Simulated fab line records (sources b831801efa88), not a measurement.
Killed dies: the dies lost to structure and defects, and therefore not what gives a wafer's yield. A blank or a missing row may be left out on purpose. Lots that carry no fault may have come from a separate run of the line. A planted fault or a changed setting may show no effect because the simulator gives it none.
fab line records    flow sky130
record lots=6  wafers=18  lastDay=50
route steps=708 shown VIA4@653 METAL5@661 PAD_OPEN@708
lots with no fault: from the same line, run without faults
startH: hours from the record's opening day to when the first of the lot's shown wafers began    waitH: how many hours have passed since the lot's step before this one    " same as the row above    L1.1+2: several wafers, shown together as one row    - no value, or no start was given    * or withheld: withheld    < > ~ a bound
route shown NAME@n: names a module that has steps shown in the file, with the first one's number in the route    usual: mean and standard deviation over wafers with no fault    same: alike in all rows    chamber/n: place in a boat    sites: each site's reading    _std_site: the standard deviation of these    _edge_site: mean of outer sites minus mean of inner sites    radiusMm: how far each site lies from the wafer's centre    mask NAME#n: copy n    behind: tool/chamber where the wafer was last shaped    hold: why the lot went on hold/how many hours it stayed there/how the hold came to an end    device: whichever transistor did not switch (one of n, p or np)    end of line: tests of these same wafers at the route's end    for a step that has no rows: nothing shown but its recipe    killed: the dies lost at the first sort to structure and to defects; this is not the yield of the wafer    map: shows each die of a wafer: x if killed, . if not, _ if none is there
set.NAME: setting as actually run; set.NAME@STEP: the setting as run at that earlier step    model.NAME: the simulator's own value behind a step, which no gauge read
certain route steps with their lots: each step a table, each wafer a row
services: a tool's chamber out of use, with start hour (startH, from the record's first day; less than 0 if before it), hours out, and reason
## steps
# step SKY_VIA4_STRIP_14
# recipe chemistry=postEtchResidueRemover  timeS=1200  tempC=72.5
# step SKY_VIA4_CLEAN_15
# recipe chemistry=IPA  timeS=180  tempC=25
# step SKY_VIA4_CLEAN_16
# recipe chemistry=O3/DIW  dry=n2Spin
# step SKY_VIA4_SPUTTER_17
# recipe material=TiN  targetThkNm=20  chamberPressurePa=5  powerW=4000  timeS=80
# step SKY_VIA4_CVD_18
# recipe material=W  targetThkNm=505  timeS=152.14  tempC=400  pressureTorr=40
# usual heaterPowerOuterW=500/42  heaterPowerW=793/62  susceptorTempC=399.98/0.21
lot.wafer  tool     chamber  startH   waitH  heaterPowerOuterW  heaterPowerW  susceptorTempC
L888.1     cvdW-01  0        1016.52  0.0    466                754           399.75
L888.2     "        1        "        "      552                876           399.82
L888.5     "        1        "        "      545                857           399.77
L897.2     cvdW-01  0        1078.96  0.0    461                759           399.90
L897.4     "        0        "        "      468                758           399.76
L897.6     "        1        "        "      551                845           399.93
L903.1     cvdW-02  1        1101.32  0.0    493                835           400.07
L903.4     "        0        "        "      459                691           400.21
L903.5     "        1        "        "      467                819           400.27
L905.2     cvdW-02  1        1120.16  0.0    476                837           399.85
L905.3     "        0        "        "      454                685           400.14
L905.4     "        1        "        "      467                835           400.25
L907.1     cvdW-02  0        1126.19  0.0    461                682           400.07
L907.2     "        1        "        "      471                855           400.04
L907.5     "        1        "        "      482                839           399.99
L909.1     cvdW-01  1        1132.35  0.0    564                855           400.07
L909.4     "        0        "        "      462                757           400.25
L909.6     "        0        "        "      476                755           399.58
# step SKY_VIA4_RS_MEAS_19
# recipe thkMeasGauge=four-point-probe  reads=W_of_VIA4_CVD_18+TiN_of_VIA4_SPUTTER_17
# usual VIA4_W_RS=0.2270/0.0025
lot.wafer  tool          chamber  startH   waitH  VIA4_W_RS[ohm/sq]
L888.1     filmMetro-03  -        1016.67  0.1    0.2264
L888.2     "             -        "        "      0.2268
L888.5     "             -        "        "      0.2260
L897.2     filmMetro-04  -        1079.13  0.1    0.2294
L897.4     "             -        "        "      0.2230
L897.6     "             -        "        "      0.2256
L903.1     filmMetro-03  -        1101.48  0.1    0.2246
L903.4     "             -        "        "      0.2277
L903.5     "             -        "        "      0.2256
L905.2     filmMetro-04  -        1120.33  0.1    0.2240
L905.3     "             -        "        "      0.2276
L905.4     "             -        "        "      0.2257
L907.1     filmMetro-01  -        1126.35  0.1    0.2322
L907.2     "             -        "        "      0.2280
L907.5     "             -        "        "      0.2262
L909.1     filmMetro-03  -        1132.50  0.1    0.2287
L909.4     "             -        "        "      0.2306
L909.6     "             -        "        "      0.2313
# step SKY_VIA4_THK_MEAS_20
# recipe thkMeasGauge=xrf  reads=W_of_VIA4_CVD_18
# usual VIA4_W_THK=524/8.3
lot.wafer  tool          chamber  startH   waitH  VIA4_W_THK[nm]
L888.1     filmMetro-03  -        1016.79  0.1    523
L888.2     "             -        "        "      523
L888.5     "             -        "        "      524
L897.2     filmMetro-04  -        1079.24  0.1    521
L897.4     "             -        "        "      536
L897.6     "             -        "        "      531
L903.1     filmMetro-03  -        1101.60  0.1    526
L903.4     "             -        "        "      521
L903.5     "             -        "        "      529
L905.2     filmMetro-04  -        1120.44  0.1    523
L905.3     "             -        "        "      515
L905.4     "             -        "        "      522
L907.1     filmMetro-01  -        1126.47  0.1    515
L907.2     "             -        "        "      525
L907.5     "             -        "        "      530
L909.1     filmMetro-03  -        1132.62  0.1    525
L909.4     "             -        "        "      515
L909.6     "             -        "        "      515
# step SKY_VIA4_CMP_21
# recipe stopOn=SiO2  tOverpolishS=25  downForcePsi=3.5  platenRpm=60  targetThkNm=0  padVelocityMS=0.94248
# step SKY_METAL5_SPUTTER_00
# recipe material=Ti  targetThkNm=15  powerW=3000  timeS=10  chamberPressurePa=0.4
# step SKY_METAL5_SPUTTER_01
# recipe material=TiN  targetThkNm=20  powerW=6500  timeS=16.7  chamberPressurePa=0.4
# step SKY_METAL5_SPUTTER_02
# recipe material=AlCu  targetThkNm=1150  powerW=10600  timeS=61.2  chamberPressurePa=0.4
# usual throttleValvePct=29.9/1.5
lot.wafer  tool           chamber  startH   waitH  throttleValvePct
L888.1     pvdSputter-01  -        1017.20  0.0    28.4
L888.2     "              -        "        "      28.7
L888.5     "              -        "        "      28.6
L897.2     pvdSputter-04  -        1079.67  0.0    29.1
L897.4     "              -        "        "      33.1
L897.6     "              -        "        "      31.3
L903.1     pvdSputter-04  -        1103.92  0.0    31.5
L903.4     "              -        "        "      30.8
L903.5     "              -        "        "      33.2
L905.2     pvdSputter-04  -        1121.39  0.0    31.3
L905.3     "              -        "        "      30.5
L905.4     "              -        "        "      33.3
L907.1     pvdSputter-01  -        1126.87  0.0    28.2
L907.2     "              -        "        "      29.0
L907.5     "              -        "        "      29.0
L909.1     pvdSputter-01  -        1133.03  0.0    29.6
L909.4     "              -        "        "      29.0
L909.6     "              -        "        "      29.1
# step SKY_METAL5_SPUTTER_03
# recipe material=Ti  targetThkNm=5  powerW=3000  timeS=3.3  chamberPressurePa=0.4
# usual throttleValvePct=29.8/1.5
lot.wafer  tool           chamber  startH   waitH  throttleValvePct
L888.1     pvdSputter-01  -        1017.25  0.0    28.0
L888.2     "              -        "        "      28.3
L888.5     "              -        "        "      28.4
L897.2     pvdSputter-04  -        1079.72  0.0    29.0
L897.4     "              -        "        "      33.2
L897.6     "              -        "        "      31.1
L903.1     pvdSputter-04  -        1103.97  0.0    31.2
L903.4     "              -        "        "      30.5
L903.5     "              -        "        "      33.3
L905.2     pvdSputter-04  -        1121.44  0.0    31.3
L905.3     "              -        "        "      30.5
L905.4     "              -        "        "      33.0
L907.1     pvdSputter-01  -        1126.93  0.0    28.3
L907.2     "              -        "        "      29.4
L907.5     "              -        "        "      28.9
L909.1     pvdSputter-01  -        1133.08  0.0    29.8
L909.4     "              -        "        "      29.1
L909.6     "              -        "        "      28.7
# step SKY_METAL5_SPUTTER_04
# recipe material=TiN  targetThkNm=70  powerW=6500  timeS=58.3  chamberPressurePa=0.4
# usual throttleValvePct=29.9/1.5
lot.wafer  tool           chamber  startH   waitH  throttleValvePct  model.TiN_of_METAL5_SPUTTER_04.thkNm
L888.1     pvdSputter-01  -        1017.27  0.0    28.3              70.2
L888.2     "              -        "        "      28.4              70.01
L888.5     "              -        "        "      28.4              69.67
L897.2     pvdSputter-04  -        1079.74  0.0    29.0              69.83
L897.4     "              -        "        "      33.2              68.8
L897.6     "              -        "        "      31.2              69.24
L903.1     pvdSputter-04  -        1103.99  0.0    30.9              70.26
L903.4     "              -        "        "      30.9              70.64
L903.5     "              -        "        "      33.3              61.77
L905.2     pvdSputter-04  -        1121.46  0.0    31.0              69.92
L905.3     "              -        "        "      30.8              69.38
L905.4     "              -        "        "      33.1              60.44
L907.1     pvdSputter-01  -        1126.94  0.0    28.4              70.49
L907.2     "              -        "        "      29.1              69.53
L907.5     "              -        "        "      28.9              69.96
L909.1     pvdSputter-01  -        1133.10  0.0    29.6              68.53
L909.4     "              -        "        "      29.0              68.96
L909.6     "              -        "        "      28.8              68.74
# step SKY_METAL5_RS_MEAS_05
# recipe thkMeasGauge=four-point-probe  reads=TiN_of_METAL5_SPUTTER_04+Ti_of_METAL5_SPUTTER_03+AlCu_of_METAL5_SPUTTER_02+TiN_of_METAL5_SPUTTER_01+Ti_of_METAL5_SPUTTER_00
# usual METAL5_ALCU_RS=0.0272/0.00034
lot.wafer  tool          chamber  startH   waitH  METAL5_ALCU_RS[ohm/sq]
L888.1     filmMetro-01  -        1017.32  0.0    0.0276
L888.2     "             -        "        "      0.0274
L888.5     "             -        "        "      0.0274
L897.2     filmMetro-04  -        1079.81  0.0    0.0275
L897.4     "             -        "        "      0.0273
L897.6     "             -        "        "      0.0271
L903.1     filmMetro-01  -        1104.04  0.0    0.0272
L903.4     "             -        "        "      0.0266
L903.5     "             -        "        "      0.0270
L905.2     filmMetro-04  -        1121.53  0.0    0.0273
L905.3     "             -        "        "      0.0267
L905.4     "             -        "        "      0.0272
L907.1     filmMetro-02  -        1126.99  0.0    0.0275
L907.2     "             -        "        "      0.0272
L907.5     "             -        "        "      0.0274
L909.1     filmMetro-01  -        1133.15  0.0    0.0274
L909.4     "             -        "        "      0.0275
L909.6     "             -        "        "      0.0275
# step SKY_METAL5_THK_MEAS_06
# recipe thkMeasGauge=xrf  reads=AlCu_of_METAL5_SPUTTER_02
# usual METAL5_ALCU_THK=1161/18
lot.wafer  tool          chamber  startH   waitH  METAL5_ALCU_THK[nm]
L888.1     filmMetro-01  -        1017.44  0.1    1142
L888.2     "             -        "        "      1151
L888.5     "             -        "        "      1151
L897.2     filmMetro-04  -        1079.92  0.1    1159
L897.4     "             -        "        "      1164
L897.6     "             -        "        "      1169
L903.1     filmMetro-01  -        1104.16  0.1    1147
L903.4     "             -        "        "      1169
L903.5     "             -        "        "      1178
L905.2     filmMetro-04  -        1121.64  0.1    1152
L905.3     "             -        "        "      1181
L905.4     "             -        "        "      1182
L907.1     filmMetro-02  -        1127.11  0.1    1159
L907.2     "             -        "        "      1174
L907.5     "             -        "        "      1165
L909.1     filmMetro-01  -        1133.27  0.1    1145
L909.4     "             -        "        "      1141
L909.6     "             -        "        "      1143
# step SKY_METAL5_DEHYDRATE_07
# recipe tempC=200  timeS=60
# step SKY_METAL5_HMDS_08
# recipe primeTimeS=60  primeTempC=120
# step SKY_METAL5_COAT_09
# recipe resist=NOVOLAK  spinRpm=3000  resistThkNm=1800
# step SKY_METAL5_SOFTBAKE_10
# recipe tempC=90  timeS=60  resist=NOVOLAK
# step SKY_METAL5_EXPOSE_11
# recipe maskId=MM5  na=0.6  sourceShape=conventional  sigmaOuter=0.6  polarization=unpolarized  targetCdNm=1600  doseMj=190
# step SKY_METAL5_PEB_12
# recipe tempC=withheld  timeS=*  resist=NOVOLAK
# step SKY_METAL5_DEVELOP_13
# recipe resist=NOVOLAK  developer=TMAH  developTimeS=60  devTempC=23
# step SKY_METAL5_DESCUM_14
# recipe chemistry=O2  sourcePowerW=150  biasPowerW=0  pressureMtorr=10  tempC=40  timeS=11
# step SKY_METAL5_METAL_ETCH_15
# recipe targetDepthA=12600  stopOn=SiO2  overEtchFrac=0.2  timeS=252  chemistry=Cl2/BCl3  resistSidewallDeg=86  pressureMtorr=10  icpW=900  biasW=48.5  Cl2_flow_sccm=60  bcl3FlowSccm=30
# usual drypumpMotorCurrentA=6.1/0.43  oesProductAu=0.894/0.0051  throttleValvePct=22.263/0.0094
lot.wafer  tool         chamber  startH   waitH  drypumpMotorCurrentA  oesProductAu  rfHoursCounterH  throttleValvePct
L888.1     rieMetal-03  1        1039.48  0.0    6.3                   0.900         17               22.258
L888.2     "            0        "        "      6.4                   0.891         13               22.272
L888.5     "            1        "        "      6.3                   0.904         -                22.255
L897.2     rieMetal-03  0        1100.85  0.0    6.4                   0.899         19               22.267
L897.4     "            0        "        "      6.4                   0.900         -                22.249
L897.6     "            0        "        "      6.4                   0.889         -                22.251
L903.1     rieMetal-04  1        1123.35  0.0    5.2                   0.893         12               22.254
L903.4     "            1        "        "      5.2                   0.899         -                22.264
L903.5     "            0        "        "      6.4                   0.890         -                22.258
L905.2     rieMetal-02  0        1140.18  0.0    6.2                   0.897         16               22.269
L905.3     "            0        "        "      6.2                   0.890         -                22.277
L905.4     "            1        "        "      5.6                   0.902         -                22.257
L907.1     rieMetal-03  1        1146.02  0.0    6.3                   0.894         25               22.270
L907.2     "            0        "        "      6.4                   0.886         23               22.259
L907.5     "            1        "        "      6.2                   0.903         -                22.276
L909.1     rieMetal-04  1        1151.23  0.0    5.2                   0.895         14               22.271
L909.4     "            1        "        "      5.2                   0.892         -                22.270
L909.6     "            0        "        "      6.4                   0.900         -                22.273
# step SKY_METAL5_STRIP_16
# recipe chemistry=O2/N2  powerW=1400  pressureMtorr=1500  platenTempC=withheld  o2FlowSccm=3000  n2FlowSccm=300  overashFraction=0.5
# usual drypumpMotorCurrentA=5.5/0.43  oesProductAu=0.711/0.0047  stripTimeToEndpointS=13.12/0.16
lot.wafer  tool            chamber  startH   waitH  drypumpMotorCurrentA  oesProductAu  rfHoursCounterH  stripTimeToEndpointS
L888.1     plasmaAsher-02  0        1039.71  0.2    6.1                   0.707         121              13.25
L888.2     "               1        "        "      5.8                   0.711         121              12.96
L888.5     "               0        "        "      6.1                   0.707         -                13.25
L897.2     plasmaAsher-03  0        1101.09  0.2    5.2                   0.713         66               13.00
L897.4     "               0        "        "      5.2                   0.710         -                13.00
L897.6     "               0        "        "      5.2                   0.708         -                13.02
L903.1     plasmaAsher-01  1        1123.59  0.2    4.8                   0.710         37               13.35
L903.4     "               0        "        "      5.8                   0.712         -                13.44
L903.5     "               1        "        "      4.8                   0.711         -                13.08
L905.2     plasmaAsher-01  0        1140.41  0.2    5.8                   0.706         38               13.21
L905.3     "               0        "        "      5.8                   0.715         -                13.12
L905.4     "               1        "        "      4.7                   0.707         -                12.88
L907.1     plasmaAsher-03  1        1146.25  0.2    5.2                   0.717         71               13.13
L907.2     "               0        "        "      5.2                   0.709         71               12.86
L907.5     "               1        "        "      5.3                   0.715         -                13.24
L909.1     plasmaAsher-01  1        1151.46  0.2    4.7                   0.720         39               13.37
L909.4     "               1        "        "      4.7                   0.705         -                13.36
L909.6     "               0        "        "      5.8                   0.705         -                13.08
# step SKY_METAL5_STRIP_17
# recipe chemistry=postEtchResidueRemover  timeS=1200  tempC=72.5
lot.wafer  tool         chamber  startH   waitH  model.TiN_of_METAL5_SPUTTER_04.thkNm
L888.1     wetBench-02  0        1039.81  0.1    69.78
L888.2     "            0        "        "      69.59
L888.5     "            0        "        "      69.25
L897.2     wetBench-04  1        1101.19  0.1    69.4
L897.4     "            1        "        "      68.38
L897.6     "            1        "        "      68.81
L903.1     wetBench-04  0        1123.69  0.1    69.84
L903.4     "            0        "        "      70.22
L903.5     "            0        "        "      61.35
L905.2     wetBench-02  0        1140.51  0.1    69.5
L905.3     "            0        "        "      68.96
L905.4     "            0        "        "      60.02
L907.1     wetBench-03  2        1146.35  0.1    70.07
L907.2     "            2        "        "      69.11
L907.5     "            2        "        "      69.54
L909.1     wetBench-02  0        1151.56  0.1    68.11
L909.4     "            0        "        "      68.54
L909.6     "            0        "        "      68.32
# step SKY_METAL5_CLEAN_18
# recipe chemistry=IPA  timeS=180  tempC=25
# step SKY_PAD_OPEN_PROBE_99
# usual defectLimitedYield=82.5/1.9  killed_at_M0_to_M3=43/7.2  killed_at_M4_up=3.1/1.8  killedAtContacts=24/5.4  killedAtFrontEnd=15/4.4  killedAtOther=0.4/0.56  killedDies=86/9.3  killedOnRim=17/3.6  killedOpen=47/6.9  killedShort=39/6.6  sort_bin_3_pad_short=0.9/0.43  sort_bin_5_function=10.4/1.5  sort_bin_6_memory=6.2/1.1  sortNPass=406/9.3  sortYieldPct=82.5/1.9
# same grossDies=492  killedAtBackSide=0  sort_bin_4_leakage[%]=0  sort_bin_8_speed[%]=0
lot.wafer  tool       chamber  startH   waitH  defectLimitedYield[%]  killed_at_M0_to_M3  killed_at_M4_up  killedAtContacts  killedAtFrontEnd  killedAtOther  killedDies  killedOnRim  killedOpen  killedShort  sort_bin_3_pad_short[%]  sort_bin_5_function[%]  sort_bin_6_memory[%]  sortNPass  sortYieldPct[%]
L888.1     prober-02  -        1088.67  0.1    87.4                   33                  2                17                10                0              62          9            34          28           0.4                      7.5                     4.7                   430        87.4
L888.2     prober-02  -        1088.72  0.1    86.0                   28                  2                22                17                0              69          12           39          30           0.6                      7.7                     5.7                   423        86.0
L888.5     prober-02  -        1088.87  0.2    82.5                   40                  2                28                16                0              86          16           52          34           0.6                      8.7                     8.1                   406        82.5
L907.1     prober-02  -        1184.29  0.1    82.7                   42                  2                25                15                1              85          25           50          35           0.8                      10.4                    6.1                   407        82.7
L907.2     prober-02  -        1184.34  0.1    83.7                   39                  2                24                15                0              80          13           43          37           1.6                      9.8                     4.9                   412        83.7
L907.5     prober-02  -        1184.49  0.2    80.7                   48                  5                29                13                0              95          20           53          42           0.8                      11.2                    7.3                   397        80.7
L909.1     prober-02  -        1189.05  0.1    81.7                   54                  3                19                14                0              90          14           54          35           0.8                      11.4                    6.1                   402        81.7
L909.4     prober-02  -        1189.20  0.2    80.1                   54                  0                30                14                0              98          17           63          35           1.2                      11.2                    7.5                   394        80.1
L909.6     prober-02  -        1189.30  0.2    81.7                   47                  4                25                14                0              90          19           51          38           1.0                      11.4                    5.9                   402        81.7
# killed by level:class
L888.1 VIA2:geometricParticle:open=9 CONTACT:geometricParticle:open=6 VIA1:geometricParticle:open=6 CONTACT:geometricParticle:short=5 LOCAL_INTERCONNECT:geometricParticle:short=4 POLY_GATE:geometricParticle:open=3 VIA3:geometricParticle:open=3 METAL2:geometricParticle:short=3
L888.2 CONTACT:geometricParticle:open=8 VIA2:geometricParticle:open=8 CONTACT:geometricParticle:short=6 POLY_GATE:geometricParticle:short=5 LI_CONTACT:geometricParticle:open=5 VIA3:geometricParticle:open=5 METAL1:geometricParticle:short=4 VIA1:geometricParticle:open=4
L888.5 CONTACT:geometricParticle:open=14 VIA1:geometricParticle:open=8 VIA3:geometricParticle:open=7 VIA2:geometricParticle:open=6 CONTACT:geometricParticle:short=5 VIA1:geometricParticle:short=5 FIELD_ISO:geometricParticle:open=4 POLY_GATE:geometricParticle:open=4
L907.1 VIA1:geometricParticle:open=15 CONTACT:geometricParticle:open=9 LOCAL_INTERCONNECT:geometricParticle:short=7 VIA2:geometricParticle:open=5 METAL3:geometricParticle:short=5 LI_CONTACT:geometricParticle:open=4 VIA1:geometricParticle:short=4 METAL2:geometricParticle:short=4
L907.2 VIA1:geometricParticle:open=10 LI_CONTACT:geometricParticle:open=8 VIA1:geometricParticle:short=8 CONTACT:geometricParticle:open=7 CONTACT:geometricParticle:short=4 POLY_GATE:geometricParticle:short=4 LI_CONTACT:geometricParticle:short=4 METAL1:geometricParticle:short=4
L907.5 VIA3:geometricParticle:open=10 VIA1:geometricParticle:open=10 CONTACT:geometricParticle:short=9 CONTACT:geometricParticle:open=9 VIA1:geometricParticle:short=5 VIA2:geometricParticle:open=5 LOCAL_INTERCONNECT:geometricParticle:short=4 METAL1:geometricParticle:short=4
L909.1 VIA1:geometricParticle:open=19 CONTACT:geometricParticle:open=10 VIA1:geometricParticle:short=8 POLY_GATE:geometricParticle:open=5 FIELD_ISO:geometricParticle:short=4 VIA3:geometricParticle:open=4 VIA2:geometricParticle:open=4 VIA3:geometricParticle:short=4
L909.4 VIA1:geometricParticle:open=16 CONTACT:geometricParticle:open=14 VIA3:geometricParticle:open=9 VIA2:geometricParticle:open=8 LI_CONTACT:geometricParticle:open=7 VIA1:geometricParticle:short=7 METAL1:geometricParticle:short=5 CONTACT:geometricParticle:short=4
L909.6 VIA3:geometricParticle:open=12 VIA1:geometricParticle:open=11 CONTACT:geometricParticle:open=10 LI_CONTACT:geometricParticle:open=7 VIA1:geometricParticle:short=6 FIELD_ISO:geometricParticle:short=5 LOCAL_INTERCONNECT:geometricParticle:short=5 METAL1:geometricParticle:short=4
## services
tool            chamber  startH   hours  kind
rieMetal-03     -        1005.45  28.1   pm
rieMetal-04     -        1007.60  1.9    repair
cvdW-01         -        1018.95  1.2    repair
pvdSputter-01   0        1021.87  -      consumableReplace:kit
pvdSputter-01   0        1021.87  18.0   scheduledDown
pvdSputter-01   0        1021.87  18.0   ventCycle
plasmaAsher-01  -        1032.49  3.0    repair
cvdW-02         1        1040.35  4.8    repair
plasmaAsher-01  -        1047.44  3.0    repair
rieMetal-02     0        1049.72  31.4   repair
plasmaAsher-02  -        1055.25  9.0    pm
rieMetal-03     1        1072.53  12.8   repair
pvdSputter-04   3        1079.79  -      consumableReplace:kit
pvdSputter-04   3        1079.79  18.0   scheduledDown
pvdSputter-04   3        1079.79  18.0   ventCycle
pvdSputter-01   -        1081.02  11.1   repair
cvdW-02         -        1085.35  6.9    pm
rieMetal-03     -        1098.97  0.6    repair
plasmaAsher-01  -        1100.29  14.6   pm
cvdW-01         -        1109.48  1.3    repair
wetBench-03     -        1132.27  4.1    repair
cvdW-01         -        1134.99  0.6    repair
plasmaAsher-01  -        1143.92  6.4    repair
wetBench-04     -        1144.16  40.8   pm
## key
firstSign none at tools or gauges
modelEffect step=SKY_METAL5_SPUTTER_04  value=TiN_of_METAL5_SPUTTER_04.thkNm  without=69.61  struck=61.1
modelEffect step=SKY_METAL5_STRIP_17  value=TiN_of_METAL5_SPUTTER_04.thkNm  without=69.19  struck=60.68
metAt SKY_METAL5_SPUTTER_04
struckWafers L903.5,L905.4
onsetBetween 1079.74 1103.99
fault kind=processParameterDrift  tool=pvdSputter-04  chamber=-  onsetH=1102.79  steps=SKY_METAL5_SPUTTER_04  channel=timeS  offset=*  shape=step  endH=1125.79  actsIn=*  stated=*  scope=struckWafersOnly
